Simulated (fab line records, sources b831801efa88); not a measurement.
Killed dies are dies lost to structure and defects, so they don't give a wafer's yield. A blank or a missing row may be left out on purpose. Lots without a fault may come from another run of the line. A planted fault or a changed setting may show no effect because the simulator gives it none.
A struck lot beside a sound one | flow sky130 | 21 steps out of a route of 708
Sound: wafers L968.2, L968.3, L968.6. Struck: wafer L975.5. (L975.3, L975.4 of the same lot were not struck and are left out.) The cause comes at the end.
At each step with rows: each side's tool, then ch and its chambers, then its first start. Under that, the readings that differ: sound wafers | struck wafers | difference of the means | sigmas: that difference in standard deviations of wafers without a fault.
alike: readings whose means differ by less than 2 such deviations, and words and numbers that are the same on both sides. not compared: withheld readings, readings that some wafer has no value for, bounds like >300 that may hide the same value, and numbers for which the record gives no deviation and whose values overlap.
The two part at a step that has a row with sigmas, a row that says differs or no value, or rows on one side only. Numbers that don't overlap but have no deviation are shown without sigmas and don't part them. A reading that every wafer of one side lacks parts them only if that side has two wafers or more.

first, 2 steps without rows for these wafers: SKY_LDD_HVP_PEB_05; SKY_LDD_HVP_DEVELOP_06 (develop time 60 s).
SKY_LDD_HVP_OVL_MEAS_07:
  sound on overlay-02, day 22 13:29; struck on overlay-01, day 24 16:55
  alike: LDD_HVP_OVL
then, 1 step without rows for these wafers: SKY_LDD_HVP_IMPLANT_08.
SKY_LDD_HVP_STRIP_09: strips in O2/N2.
  sound on plasma_asher-04 ch 0,1, day 22 13:40; struck on plasma_asher-01 ch 0, day 24 17:07
  alike: drypump_motor_current_A, n2_flow_sccm, oes_product_au, strip_time_to_endpoint_s
  not compared: rf_hours_counter_h
SKY_LDD_HVP_TW_MEAS_10:
  sound on film_metro-01, day 22 13:46; struck on film_metro-02, day 24 17:12
  alike: LDD_HVP_TW
then, 6 steps without rows for these wafers: SKY_LDD_LDN_DEHYDRATE_00 (time 60 s); SKY_LDD_LDN_HMDS_01 (prime time 60 s); SKY_LDD_LDN_COAT_02 (resist thk 1140 nm); SKY_LDD_LDN_SOFTBAKE_03 (time 60 s); SKY_LDD_LDN_EXPOSE_04 (exposes mask LDNTM, target cd 700 nm); SKY_LDD_LDN_PEB_05.
SKY_LDD_LDN_DEVELOP_06: develop time 60 s.
  sound on litho_track-01 ch 0, day 23 19:49; struck on litho_track-01 ch 0, day 25 22:24
SKY_LDD_LDN_OVL_MEAS_07:
  sound on overlay-02, day 23 19:57; struck on overlay-02, day 25 22:31
  not compared: LDD_LDN_OVL
then, 4 steps without rows for these wafers: SKY_LDD_LDN_IMPLANT_08; SKY_LDD_LDN_IMPLANT_09; SKY_LDD_LDN_IMPLANT_10; SKY_LDD_LDN_IMPLANT_11.
SKY_LDD_LDN_STRIP_12: strips in O2/N2.
  sound on plasma_asher-04 ch 0,1, day 23 20:35; struck on plasma_asher-02 ch 1, day 25 23:10
  reading             | sound             | struck | difference | sigmas
  n2_flow_sccm (sccm) | 301.0 300.9 301.1 | 298.8  | -2.2       | -2
  alike: drypump_motor_current_A, oes_product_au, strip_time_to_endpoint_s
  not compared: rf_hours_counter_h
SKY_LDD_LDN_TW_MEAS_13:
  sound on film_metro-01, day 23 20:41; struck on film_metro-01, day 25 23:15
  reading    | sound          | struck | difference | sigmas
  LDD_LDN_TW | 1466 1477 1468 | 30     | -1440      | -99 or more
then, 1 step without rows for these wafers: SKY_LDD_LDN_CLEAN_14 (cleans in SC1/SC2, time 150 s).

WHERE THEY PART
First at SKY_LDD_LDN_STRIP_12; last, within this record, at SKY_LDD_LDN_TW_MEAS_13.

WHY: what the simulator had put in
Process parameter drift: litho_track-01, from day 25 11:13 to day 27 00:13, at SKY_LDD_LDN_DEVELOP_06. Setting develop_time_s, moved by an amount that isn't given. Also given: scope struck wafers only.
